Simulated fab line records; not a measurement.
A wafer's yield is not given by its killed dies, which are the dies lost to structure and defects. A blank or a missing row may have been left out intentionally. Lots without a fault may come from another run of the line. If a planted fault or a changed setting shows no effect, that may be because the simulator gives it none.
What tool caused it? | flow gf180mcu | Sampling: 15 lots, 42 wafers, 5 of 602 route steps

WHAT EACH GAUGE READ, for each wafer
GF_STI_THK_MEAS_04.
lot  | measured    | on            | STI_CVD_03_THK (nm)
L575 | day 1 13:58 | film-metro-03 | 207.8 206.3 206.9
L576 | day 1 18:36 | film-metro-01 | 205.5 203.9 204.8
L578 | day 2 04:34 | film-metro-04 | 204.3 205.6 206.8
L580 | day 2 15:18 | film-metro-01 | 206.7 205.1
L581 | day 2 19:40 | film-metro-01 | 204.6 203.0
L582 | day 3 01:18 | film-metro-01 | 205.0 206.0
L587 | day 4 02:05 | film-metro-01 | 205.4 205.4 205.4
L589 | day 4 12:07 | film-metro-03 | 209.2 208.7 208.8
L592 | day 5 04:17 | film-metro-03 | 205.9 207.7 206.2
L593 | day 5 07:34 | film-metro-04 | 206.6 210.0 208.8
L594 | day 5 15:10 | film-metro-03 | 204.0 207.2 205.8
L595 | day 5 17:35 | film-metro-03 | 204.3 206.2 205.9
L596 | day 5 22:34 | film-metro-03 | 208.9 205.3 208.1
L597 | day 6 05:00 | film-metro-01 | 210.9 209.5 209.8
L598 | day 6 09:13 | film-metro-04 | 211.5 211.3 211.6

GF_STI_THK_MEAS_22.
lot  | measured    | on            | STI_OXIDATION_01_THK (nm)
L575 | day 2 03:31 | film-metro-01 | 15.02 14.87 14.84
L576 | day 2 08:40 | film-metro-03 | 14.63 14.56 14.45
L578 | day 2 20:09 | film-metro-03 | 14.70 14.54 14.81
L580 | day 3 06:21 | film-metro-03 | 14.93 14.74
L581 | day 3 10:23 | film-metro-01 | 14.37 14.65
L582 | day 3 16:46 | film-metro-03 | 15.11 15.04
L587 | day 4 17:11 | film-metro-01 | 15.32 15.45 15.53
L589 | day 5 04:21 | film-metro-01 | 14.66 14.54 14.64
L592 | day 5 20:17 | film-metro-03 | 15.12 15.02 14.92
L593 | day 6 00:04 | film-metro-01 | 14.94 14.60 14.70
L594 | day 6 09:41 | film-metro-01 | 14.70 14.97 14.59
L595 | day 6 12:22 | film-metro-03 | 14.65 14.80 15.16
L596 | day 6 19:34 | film-metro-03 | 14.76 15.11 14.98
L597 | day 6 22:08 | film-metro-03 | 14.82 14.44 14.40
L598 | day 7 02:13 | film-metro-01 | 14.50 14.51 14.71

GF_STI_THK_MEAS_24.
lot  | measured    | on            | STI_CVD_23_THK (nm)
L575 | day 2 03:39 | film-metro-01 | 662 646 664
L576 | day 2 08:48 | film-metro-01 | 669 657 668
L578 | day 2 20:17 | film-metro-04 | 644 656 660
L580 | day 3 06:29 | film-metro-01 | 591 577
L581 | day 3 10:31 | film-metro-03 | 593 659
L582 | day 3 16:55 | film-metro-04 | 582 653
L587 | day 4 17:20 | film-metro-04 | 659 662 652
L589 | day 5 04:29 | film-metro-03 | 641 663 652
L592 | day 5 20:27 | film-metro-01 | 670 663 662
L593 | day 6 00:12 | film-metro-04 | 654 659 662
L594 | day 6 09:49 | film-metro-01 | 649 651 640
L595 | day 6 12:30 | film-metro-04 | 657 655 649
L596 | day 6 19:42 | film-metro-01 | 665 674 659
L597 | day 6 22:16 | film-metro-03 | 651 656 653
L598 | day 7 02:21 | film-metro-03 | 647 652 642

GF_VT_IMPLANT_TW_MEAS_21.
lot  | measured     | on            | VT_IMPLANT_2_TW
L575 | day 6 06:28  | film-metro-02 | 1220 1217 1220
L576 | day 6 11:14  | film-metro-03 | 1210 1213 1214
L578 | day 7 00:19  | film-metro-01 | 1232 1228 1229
L580 | day 7 13:04  | film-metro-02 | 1232 1229
L581 | day 7 18:07  | film-metro-01 | 1223 1230
L582 | day 8 01:07  | film-metro-01 | 1231 1222
L587 | day 9 09:02  | film-metro-03 | 1212 1213 1217
L589 | day 9 23:26  | film-metro-01 | 1226 1234 1233
L592 | day 10 17:46 | film-metro-02 | 1223 1219 1227
L593 | day 10 22:31 | film-metro-02 | 1232 1224 1227
L594 | day 11 15:50 | film-metro-01 | 1226 1228 1232
L595 | day 11 16:44 | film-metro-02 | 1233 1233 1230
L596 | day 12 03:08 | film-metro-03 | 1212 1213 1211
L597 | day 12 03:26 | film-metro-01 | 1219 1223 1221
L598 | day 12 08:50 | film-metro-02 | 1224 1223 1226

TOOL THAT RAN EACH LOT (tool first, then ch and the chambers of the sampled wafers, then the start)
lot  | GF_STI_CVD_23
L575 | hdpcvd-02 ch 0,2, day 2 03:35
L576 | hdpcvd-02 ch 0,2, day 2 08:42
L578 | hdpcvd-01 ch 0,2, day 2 20:12
L580 | hdpcvd-02 ch 2, day 3 06:24
L581 | hdpcvd-02 ch 1,2, day 3 10:26
L582 | hdpcvd-02 ch 0,1, day 3 16:50
L587 | hdpcvd-01 ch 1,2, day 4 17:14
L589 | hdpcvd-01 ch 0,1,2, day 5 04:25
L592 | hdpcvd-01 ch 0,1, day 5 20:20
L593 | hdpcvd-01 ch 0,1,2, day 6 00:07
L594 | hdpcvd-01 ch 0,2, day 6 09:43
L595 | hdpcvd-01 ch 0,2, day 6 12:24
L596 | hdpcvd-02 ch 1,2, day 6 19:37
L597 | hdpcvd-02 ch 0,1, day 6 22:11
L598 | hdpcvd-01 ch 1,2, day 7 02:16
- GF_STI_CVD_23: deposits SiO2, target thk 650 nm, time 108.3 s.

WHAT THE TOOLS THEMSELVES READ (means of the sampled wafers that have a number; where no wafer has one, the mark that the record gives instead)
The record holds no such reading with a usual standard deviation.

THE ANSWER, worked out from the rows above alone
Rule: usual is defined by the lots themselves. The widest of any qualifying gaps counts: lots, ordered by their means at a reading, are off when they make up no more than a third of the lots, leave a main group of 4 or more, and stand apart from it by 3 or more times the standard deviation of that group's means. A main group is skipped when, at the precision printed for the reading in the tables above, its means are all equal. A lot without any number at a reading at which 4 lots or more have one is off too. Any other lot the step has rows for is counted as sound. After the gauges, taken in route order, come the tools' own readings; for these a lot's mean is taken, as printed above. The first step at which some lot is off is used, and at that step the reading that is off furthest; a lot without a number counts as furthest.
Off: L580, L581, L582, at GF_STI_THK_MEAS_24 (STI_CVD_23_THK). Mean 656 nm and standard deviation 6.3 in the main group.
A tool fits if, at a process step before that reading, it ran every lot that is off, and no sound lot after the first of them. Gauges at GF_STI_THK_MEAS_24: tried the same way as those tools. No candidate that was tried fits.

WHAT THE SIMULATOR HAD INSERTED
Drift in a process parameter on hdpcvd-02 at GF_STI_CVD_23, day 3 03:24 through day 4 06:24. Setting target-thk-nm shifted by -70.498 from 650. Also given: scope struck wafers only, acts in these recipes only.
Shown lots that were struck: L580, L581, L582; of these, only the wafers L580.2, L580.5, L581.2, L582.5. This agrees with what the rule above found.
